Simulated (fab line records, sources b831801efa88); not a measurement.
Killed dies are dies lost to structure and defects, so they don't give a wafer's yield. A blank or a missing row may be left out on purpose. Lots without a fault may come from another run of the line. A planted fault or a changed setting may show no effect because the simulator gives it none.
One fault seen from 2 desks | flow gf180mcu | each desk has only its own numbers; what lay behind them comes last

THE METROLOGY DESK
What the gauges read, lot by lot, whatever tool the lot ran on: means of the sampled wafers that have a number. A lot is out of limits, marked OUT, if its mean lies more than 4 standard deviations from the usual mean; the brackets give that distance.
Columns: A = HV_LDD_2_TW at GF_HV_LDD_TW_MEAS_23, usual 1046; B = NSD_OVL at GF_NSD_OVL_MEAS_08, usual -0.6 nm
lot  | first seen here | A    | B
L659 | day 10 19:31    | 1041 | -0.9
L660 | day 10 23:04    | 1044 | -0.2
L661 | day 11 07:31    | 1038 | -2.4
L662 | day 11 19:56    | 1044 | -0.4
L663 | day 12 00:54    | 1048 | 0.7
L671 | day 14 16:33    | 1046 | 0.9
L672 | day 14 17:49    | 1043 | -1.7
L673 | day 15 01:00    | 1047 | -1.6
L674 | day 15 12:49    | 1047 | -1.7
L676 | day 16 03:30    | 1045 | 0.3
L679 | day 17 09:43    | 1050 | 0.5
L681 | day 17 18:00    | 1051 | -0.5
L682 | day 17 23:06    | 1054 | -0.7
This desk's finding: nothing out of limits on any of the 13 lots.

THE TOOL OWNER'S DESK: rie_diel-03
The tool's own readings at GF_HV_LDD_ETCHBACK_58 (etches Si3N4 in CH3F/O2, stops on SiO2, time 100 s, target depth 90 nm): means of the sampled wafers that have a number, for each lot that ran on this tool. A lot is out of limits, marked OUT, if its mean lies more than 4 standard deviations from the usual mean; the brackets give that distance.
Columns: A = bias_w at GF_HV_LDD_ETCHBACK_58, usual 80.01 W; B = drypump_motor_current_A at GF_HV_LDD_ETCHBACK_58, usual 5.8 A; C = oes_product_au at GF_HV_LDD_ETCHBACK_58, usual 0.842 a.u.; D = run_length_s at GF_HV_LDD_ETCHBACK_58, usual 128.4 s; E = throttle_valve_pct at GF_HV_LDD_ETCHBACK_58, usual 10.562 %
lot  | first seen here | A     | B   | C                | D               | E
L660 | day 12 16:13    | 80.38 | 5.7 | 0.836            | 128.6           | 10.571
L671 | day 16 16:22    | 80.09 | 6.1 | 0.897 (+8.0) OUT | 118.7 (-22) OUT | 10.569
L672 | day 16 17:37    | 79.97 | 6.3 | 0.945 (+15) OUT  | 109.0 (-45) OUT | 10.578
This desk's finding: out of limits on L671, L672; first on L671, day 16 16:22 (oes_product_au at GF_HV_LDD_ETCHBACK_58). In limits: L660.

PUT TOGETHER
The tool owner's desk could have raised an alarm at day 16 16:22, on L671, L672.
The metrology desk saw nothing out of limits.
The metrology desk has L671, L672 on record, within its limits.
Of the lots named, all ran GF_HV_LDD_ETCHBACK_58 on rie_diel-03.

WHAT THE SIMULATOR HAD PUT IN
Process parameter drift: rie_diel-03, from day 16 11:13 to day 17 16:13, at GF_HV_LDD_ETCHBACK_58. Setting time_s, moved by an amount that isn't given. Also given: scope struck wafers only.
Lots struck among those shown: L671, L672.
Hours from the fault's start to each desk's first reading out of limits: the tool owner's desk, 5.
